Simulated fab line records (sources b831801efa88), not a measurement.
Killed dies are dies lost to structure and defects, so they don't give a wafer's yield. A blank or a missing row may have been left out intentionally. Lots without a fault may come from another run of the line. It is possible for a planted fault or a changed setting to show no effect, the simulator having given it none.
fab line records	flow sky130
record: lots: 13	wafers: 39	lastDay: 50
route steps=708 shown METAL2@486 VIA2@508 METAL4@601 PAD_OPEN@708
lots that met no fault: taken from a fault-free run of the same line
startH: hours from the record's opening day to when the first of the lot's shown wafers began	waitH: hours from the lot's prior step to this one	" the same as in the row above	L1.1+2: one row covering several wafers at once	- either no value or no given start	* or withheld: withheld	< > ~ a bound
route shown NAME@n: a module of which the file shows steps, and the number in the route of the first	usual: average and standard deviation across the fault-free wafers	same: alike in all rows	chamber/n: place in a boat	sites: the reading at each site	_std_site: how widely they spread, as a standard deviation	_edge_site: the outer-site mean with the inner-site mean subtracted	radiusMm: how far each site lies from the wafer's centre	mask NAME#n: copy n	behind: the last tool/chamber to shape the wafer	hold: what put the lot on hold/how long, in hours/how the hold closed	device: the n, p or np transistor that did not switch	end of line: tests run on the same wafers once the route is complete	a step without rows: its recipe alone	killed: the dies lost at the first sort to structure and to defects; this is not the yield of the wafer	map: per-die view of a wafer (x killed, . not killed, _ where there is no die)
set.NAME: the run value of the setting; set.NAME@STEP: its run value at that earlier step	model.NAME: the simulator's own value behind a step, which no gauge read
route steps across a sampled set of lots; one table per step, one row per wafer
services: a tool's chamber out of use, with start hour (startH, from the record's first day; less than 0 if before it), hours out, and reason
== steps ==
step: SKY_METAL2_SPUTTER_03
recipe: material: Ti	targetThkNm: 5	powerW: 3000	timeS: 3.3	chamberPressurePa: 0.4
usual: chamberPressurePa: 0.3998/0.00085	throttleValvePct: 30.4/0.87
same: timeS: 3.3
lot.wafer	tool	chamber	startH	waitH	chamberPressurePa	throttleValvePct
L813.2	pvdSputter-04	-	783.54	0.0	0.3985	31.0
L813.4	"	-	"	"	0.3984	31.1
L813.5	"	-	"	"	0.3988	31.0
L814.2	pvdSputter-04	-	802.56	0.0	0.3983	30.8
L814.3	"	-	"	"	0.4009	30.3
L814.5	"	-	"	"	0.4001	31.1
L815.3	pvdSputter-01	-	803.76	0.0	0.3990	29.0
L815.4	"	-	"	"	0.3988	31.1
L815.6	"	-	"	"	0.3980	30.3
L816.1	pvdSputter-04	-	808.27	0.0	0.4004	31.2
L816.2	"	-	"	"	0.3985	30.9
L816.6	"	-	"	"	0.4006	30.9
L817.1	pvdSputter-04	-	815.86	0.0	0.4016	31.1
L817.2	"	-	"	"	0.3994	30.4
L817.3	"	-	"	"	0.3994	30.8
L819.2	pvdSputter-04	-	841.34	0.0	0.4000	30.4
L819.4	"	-	"	"	0.3992	30.4
L819.6	"	-	"	"	0.3998	30.9
L820.2	pvdSputter-01	-	849.84	0.0	0.3998	30.4
L820.3	"	-	"	"	0.3990	31.7
L820.4	"	-	"	"	0.4000	30.7
L821.2	pvdSputter-04	-	859.07	0.0	0.3988	30.4
L821.3	"	-	"	"	0.3985	30.7
L821.4	"	-	"	"	0.3997	30.9
L822.1	pvdSputter-02	-	868.58	0.0	0.3987	28.4
L822.4	"	-	"	"	0.4002	29.3
L822.5	"	-	"	"	0.4013	30.2
L829.1	pvdSputter-02	-	911.45	0.0	0.4002	29.3
L829.5	"	-	"	"	0.3999	30.1
L829.6	"	-	"	"	0.3997	29.1
L832.1	pvdSputter-04	-	931.94	0.0	0.3995	30.2
L832.2	"	-	"	"	0.3999	31.0
L832.3	"	-	"	"	0.4006	31.2
L834.1	pvdSputter-04	-	944.74	0.0	0.4002	30.3
L834.2	"	-	"	"	0.3996	31.0
L834.6	"	-	"	"	0.4009	31.2
L836.2	pvdSputter-01	-	953.34	0.0	0.3996	30.3
L836.5	"	-	"	"	0.4005	29.0
L836.6	"	-	"	"	0.4010	31.0
step: SKY_VIA2_THK_MEAS_01
recipe: reads: SiO2_of_VIA2_HDPCVD_00
usual: VIA2_HDPCVD_THK: 1178/9.9
lot.wafer	tool	chamber	startH	waitH	VIA2_HDPCVD_THK[nm]
L813.2	filmMetro-02	-	811.05	0.1	1170
L813.4	"	-	"	"	1178
L813.5	"	-	"	"	1194
L814.2	filmMetro-03	-	829.91	0.1	1177
L814.3	"	-	"	"	1194
L814.5	"	-	"	"	1175
L815.3	filmMetro-03	-	832.33	0.1	1158
L815.4	"	-	"	"	1163
L815.6	"	-	"	"	1168
L816.1	filmMetro-03	-	835.72	0.1	1175
L816.2	"	-	"	"	1177
L816.6	"	-	"	"	1179
L817.1	filmMetro-02	-	843.25	0.1	1168
L817.2	"	-	"	"	1187
L817.3	"	-	"	"	1177
L819.2	filmMetro-02	-	868.47	0.1	1169
L819.4	"	-	"	"	1184
L819.6	"	-	"	"	1175
L820.2	filmMetro-01	-	876.24	0.1	1168
L820.3	"	-	"	"	1169
L820.4	"	-	"	"	1164
L821.2	filmMetro-03	-	886.25	0.1	1175
L821.3	"	-	"	"	1178
L821.4	"	-	"	"	1166
L822.1	filmMetro-03	-	895.64	0.1	1178
L822.4	"	-	"	"	1186
L822.5	"	-	"	"	1189
L829.1	filmMetro-01	-	938.56	0.1	1182
L829.5	"	-	"	"	1179
L829.6	"	-	"	"	1182
L832.1	filmMetro-01	-	957.74	0.1	1198
L832.2	"	-	"	"	1198
L832.3	"	-	"	"	1190
L834.1	filmMetro-03	-	970.18	0.1	1186
L834.2	"	-	"	"	1180
L834.6	"	-	"	"	1192
L836.2	filmMetro-01	-	978.18	0.1	1173
L836.5	"	-	"	"	1179
L836.6	"	-	"	"	1182
step: SKY_VIA2_OVL_MEAS_13
usual: VIA2_OVL: 3/5.7
lot.wafer	tool	chamber	startH	waitH	VIA2_OVL[nm]
L813.2	overlay-02	-	837.93	0.1	1
L813.4	"	-	"	"	6
L813.5	"	-	"	"	6
L814.2	overlay-01	-	856.28	0.1	0
L814.3	"	-	"	"	5
L814.5	"	-	"	"	2
L815.3	overlay-01	-	858.89	0.1	6
L815.4	"	-	"	"	6
L815.6	"	-	"	"	11
L816.1	overlay-02	-	861.83	0.1	5
L816.2	"	-	"	"	2
L816.6	"	-	"	"	2
L817.1	overlay-01	-	869.52	0.1	1
L817.2	"	-	"	"	2
L817.3	"	-	"	"	-4
L819.2	overlay-02	-	894.53	0.1	-1
L819.4	"	-	"	"	-2
L819.6	"	-	"	"	5
L820.2	overlay-01	-	902.63	0.1	-4
L820.3	"	-	"	"	-9
L820.4	"	-	"	"	-8
L821.2	overlay-01	-	912.18	0.1	0
L821.3	"	-	"	"	0
L821.4	"	-	"	"	4
L822.1	overlay-01	-	921.79	0.1	7
L822.4	"	-	"	"	8
L822.5	"	-	"	"	7
L829.1	overlay-01	-	963.73	0.1	7
L829.5	"	-	"	"	3
L829.6	"	-	"	"	4
L832.1	overlay-01	-	982.19	0.1	4
L832.2	"	-	"	"	0
L832.3	"	-	"	"	1
L834.1	overlay-01	-	994.64	0.1	-4
L834.2	"	-	"	"	4
L834.6	"	-	"	"	-1
L836.2	overlay-01	-	1002.23	0.1	14
L836.5	"	-	"	"	12
L836.6	"	-	"	"	10
step: SKY_METAL4_SPUTTER_03
recipe: material: Ti	targetThkNm: 5	powerW: 3000	timeS: 3.3	chamberPressurePa: 0.4
usual: chamberPressurePa: 0.3999/0.0008	throttleValvePct: 30.3/0.86
same: timeS: 3.3
lot.wafer	tool	chamber	startH	waitH	chamberPressurePa	throttleValvePct
L813.2	pvdSputter-03	-	920.03	0.0	0.4001	29.6
L813.4	"	-	"	"	0.4009	30.8
L813.5	"	-	"	"	0.3999	29.5
L814.2	pvdSputter-03	-	939.47	0.0	0.4000	29.6
L814.3	"	-	"	"	0.4011	30.8
L814.5	"	-	"	"	0.3991	29.5
L815.3	pvdSputter-04	-	940.94	0.0	0.4006	31.1
L815.4	"	-	"	"	0.4003	30.9
L815.6	"	-	"	"	0.3987	31.0
L816.1	pvdSputter-02	-	944.42	0.0	0.4015	27.9
L816.2	"	-	"	"	0.3994	29.4
L816.6	"	-	"	"	0.3998	29.3
L817.1	pvdSputter-03	-	950.54	0.0	0.4001	29.6
L817.2	"	-	"	"	0.4000	29.3
L817.3	"	-	"	"	0.3994	30.9
L819.2	pvdSputter-04	-	975.48	0.0	0.4006	31.0
L819.4	"	-	"	"	0.3983	30.2
L819.6	"	-	"	"	0.3994	31.3
L820.2	pvdSputter-04	-	983.00	0.0	0.3990	30.8
L820.3	"	-	"	"	0.3994	31.2
L820.4	"	-	"	"	0.4014	30.2
L821.2	pvdSputter-04	-	991.47	0.0	0.4005	31.1
L821.3	"	-	"	"	0.4009	30.2
L821.4	"	-	"	"	0.4000	30.9
L822.1	pvdSputter-03	-	1000.36	0.0	0.3995	31.5
L822.4	"	-	"	"	0.3996	29.5
L822.5	"	-	"	"	0.4003	29.4
L829.1	pvdSputter-04	-	1040.36	0.0	0.4162	30.4
L829.5	"	-	"	"	0.4160	30.3
L829.6	"	-	"	"	0.4159	30.1
L832.1	pvdSputter-04	-	1056.36	0.0	0.4154	30.4
L832.2	"	-	"	"	0.4162	30.4
L832.3	"	-	"	"	0.4169	29.5
L834.1	pvdSputter-03	-	1067.18	0.0	0.3991	30.7
L834.2	"	-	"	"	0.4010	29.2
L834.6	"	-	"	"	0.3999	29.6
L836.2	pvdSputter-03	-	1074.21	0.0	0.3991	30.9
L836.5	"	-	"	"	0.4002	29.6
L836.6	"	-	"	"	0.3991	31.8
step: SKY_PAD_OPEN_PROBE_99
usual: defectLimitedYield: 82.6/1.9	killed_at_M0_to_M3: 43/6.5	killed_at_M4_up: 3.2/1.8	killedAtContacts: 24/5	killedAtFrontEnd: 15/4.1	killedAtOther: 0.3/0.54	killedDies: 85/9.3	killedOpen: 47/7.2	killedShort: 39/5.9	sort_bin_3_pad_short: 0.9/0.4	sort_bin_5_function: 10.3/1.5	sort_bin_6_memory: 6.2/1.2	sortNPass: 407/9.3	sortYieldPct: 82.6/1.9
same: grossDies: 492	killedAtBackSide: 0	sort_bin_4_leakage[%]: 0	sort_bin_8_speed[%]: 0
lot.wafer	tool	chamber	startH	waitH	defectLimitedYield[%]	killed_at_M0_to_M3	killed_at_M4_up	killedAtContacts	killedAtFrontEnd	killedAtOther	killedDies	killedOpen	killedShort	sort_bin_3_pad_short[%]	sort_bin_5_function[%]	sort_bin_6_memory[%]	sortNPass	sortYieldPct[%]
L815.3	prober-02	-	1085.44	0.2	79.9	48	2	28	20	1	99	66	33	0.8	13.4	5.9	393	79.9
L815.4	prober-02	-	1085.49	0.2	80.1	48	3	26	21	0	98	51	47	0.8	11.8	7.3	394	80.1
L815.6	prober-02	-	1085.59	0.2	80.5	52	4	26	14	0	96	54	42	0.6	12.2	6.7	396	80.5
L834.1	prober-01	-	1186.38	0.1	82.5	37	2	27	20	0	86	52	34	1.0	11.0	5.5	406	82.5
L834.2	prober-01	-	1186.43	0.1	81.7	35	6	26	23	0	90	48	42	0.4	12.0	5.9	402	81.7
L834.6	prober-01	-	1186.63	0.2	81.1	47	4	22	19	1	93	56	37	0.6	11.0	7.3	399	81.1
killed by level:class
L815.3 VIA1:geometricParticle:open=17 CONTACT:geometricParticle:open=15 VIA3:geometricParticle:open=9 VIA2:geometricParticle:open=6 FIELD_ISO:geometricParticle:open=5 POLY_GATE:geometricParticle:open=5 METAL1:geometricParticle:short=5 FIELD_ISO:geometricParticle:short=4
L815.4 VIA1:geometricParticle:open=12 VIA1:geometricParticle:short=9 VIA2:geometricParticle:open=9 CONTACT:geometricParticle:open=9 FIELD_ISO:geometricParticle:short=8 LI_CONTACT:geometricParticle:open=7 VIA3:geometricParticle:open=6 POLY_GATE:geometricParticle:short=4
L815.6 VIA1:geometricParticle:open=13 CONTACT:geometricParticle:open=12 VIA2:geometricParticle:open=8 VIA3:geometricParticle:open=7 METAL1:geometricParticle:short=7 METAL2:geometricParticle:short=7 LOCAL_INTERCONNECT:geometricParticle:short=4 FIELD_ISO:geometricParticle:open=3
L834.1 VIA1:geometricParticle:open=13 CONTACT:geometricParticle:open=12 FIELD_ISO:geometricParticle:short=7 VIA2:geometricParticle:open=6 METAL2:geometricParticle:short=6 POLY_GATE:geometricParticle:open=5 LI_CONTACT:geometricParticle:open=4 LOCAL_INTERCONNECT:geometricParticle:short=4
L834.2 VIA1:geometricParticle:open=9 CONTACT:geometricParticle:open=8 CONTACT:geometricParticle:short=8 VIA3:geometricParticle:open=8 POLY_GATE:geometricParticle:open=7 SPACER:geometricParticle:short=5 VIA2:geometricParticle:open=5 POLY_GATE:geometricParticle:short=4
L834.6 VIA1:geometricParticle:open=14 CONTACT:geometricParticle:open=9 POLY_GATE:geometricParticle:open=7 LI_CONTACT:geometricParticle:open=7 METAL1:geometricParticle:short=7 VIA3:geometricParticle:open=6 VIA2:geometricParticle:open=5 METAL2:geometricParticle:short=5
== services ==
tool	chamber	startH	hours	kind
pvdSputter-01	-	775.36	1.7	repair
pvdSputter-02	-	789.61	2.8	repair
pvdSputter-01	-	801.59	0.9	repair
pvdSputter-04	-	808.97	1.4	repair
pvdSputter-04	-	816.75	6.7	repair
pvdSputter-02	-	929.54	5.4	repair
pvdSputter-01	-	930.89	0.5	repair
pvdSputter-04	-	1001.93	8.5	repair
pvdSputter-02	-	1011.57	13.5	repair
pvdSputter-04	-	1049.64	4.0	repair
== key ==
firstSign: step: SKY_METAL4_SPUTTER_03	reading: chamberPressurePa	direction: up	sigmas: 20	usual: 0.3999	struck: 0.4161
effect none on later readings
metAt SKY_METAL4_SPUTTER_03
struckLots L829,L832
notActingAt SKY_METAL2_SPUTTER_03,SKY_VIA2_THK_MEAS_01,SKY_VIA2_OVL_MEAS_13
onsetBetween 991.47 1040.36
fault: kind: processParameterDrift	tool: pvdSputter-04	chamber: -	onsetH: 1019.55	steps: SKY_METAL4_SPUTTER_03	channel: chamberPressurePa	offset: 0.01653	shape: step	endH: 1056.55	actsIn: theseRecipesOnly	stated: 0.4
